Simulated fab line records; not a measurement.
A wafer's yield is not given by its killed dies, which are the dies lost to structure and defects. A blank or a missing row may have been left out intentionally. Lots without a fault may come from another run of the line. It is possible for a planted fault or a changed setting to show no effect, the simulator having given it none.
2 desks looking at one fault | flow sky130 | every desk sees just its own numbers, and what lay behind them comes last

== THE METROLOGY DESK ==
Means of the sampled wafers that have a number, per lot and without regard to the tool the lot ran on: this is what the gauges read. Any lot whose mean is over 4 standard deviations away from the usual mean is out of limits and marked OUT; that distance is given in the brackets.
Columns: A = METAL2_OVL at SKY_METAL2_OVL_MEAS_16, usual -1 nm
lot  | first seen here | A
L121 | day 35 04:33    | 3
L122 | day 36 01:30    | -1
L123 | day 36 05:21    | 3
L126 | day 36 23:54    | -5
L132 | day 39 01:42    | 6
L131 | day 39 03:31    | 7
L139 | day 42 00:06    | -5
L140 | day 42 05:54    | 6
L141 | day 42 08:13    | -1
L143 | day 42 11:54    | 6
L142 | day 42 14:31    | -8
L144 | day 42 17:39    | -4
This desk found nothing out of limits on any of the 12 lots.

== AT THE TOOL OWNER'S DESK: pvd sputter-01 ==
At SKY_METAL3_SPUTTER_04 (material TiN, target thk 70 nm, time 58.3 s) the tool's own readings: per lot run on this tool, the mean of the sampled wafers that have a number. Any lot whose mean is over 4 standard deviations away from the usual mean is out of limits and marked OUT; that distance is given in the brackets.
Columns: A = cathode dc power W at SKY_METAL3_SPUTTER_04, usual 6500.1 W; B = chamber pressure pa at SKY_METAL3_SPUTTER_04, usual 0.4000 Pa; C = throttle valve pct at SKY_METAL3_SPUTTER_04, usual 29.9 %
lot  | first seen here | A      | B                        | C
L121 | day 36 10:34    | 6500.7 | 0.4001                   | 30.2
L123 | day 37 10:43    | 6501.5 | 0.4006                   | 30.0
L132 | day 40 06:08    | 6500.2 | 0.5111 (+99 or more) OUT | 26.3
L131 | day 40 07:56    | 6500.5 | 0.5108 (+99 or more) OUT | 26.8
L139 | day 43 02:46    | 6498.9 | 0.4010                   | 29.8
L140 | day 43 08:40    | 6501.1 | 0.4003                   | 29.4
This desk's verdict: out of limits on L131, L132, starting with L132 at day 40 06:08 (chamber pressure pa at SKY_METAL3_SPUTTER_04). Within limits: L121, L123, L139, L140.

== BROUGHT TOGETHER ==
The tool owner's desk had the chance to raise an alarm at day 40 06:08 on L131, L132.
From the metrology desk's view, nothing was out of limits.
The metrology desk has L131, L132 on record, within its limits.
The lots listed all ran SKY_METAL3_SPUTTER_04 on pvd sputter-01.

== WHAT HAD BEEN PUT IN BY THE SIMULATOR ==
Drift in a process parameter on pvd sputter-01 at SKY_METAL3_SPUTTER_04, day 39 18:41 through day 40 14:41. From 0.4, the setting chamber pressure pa moved by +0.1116. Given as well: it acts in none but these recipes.
Shown lots that were struck: L131, L132.
Delay in hours, fault start to first out-of-limits reading, by desk: the tool owner's desk at 11.
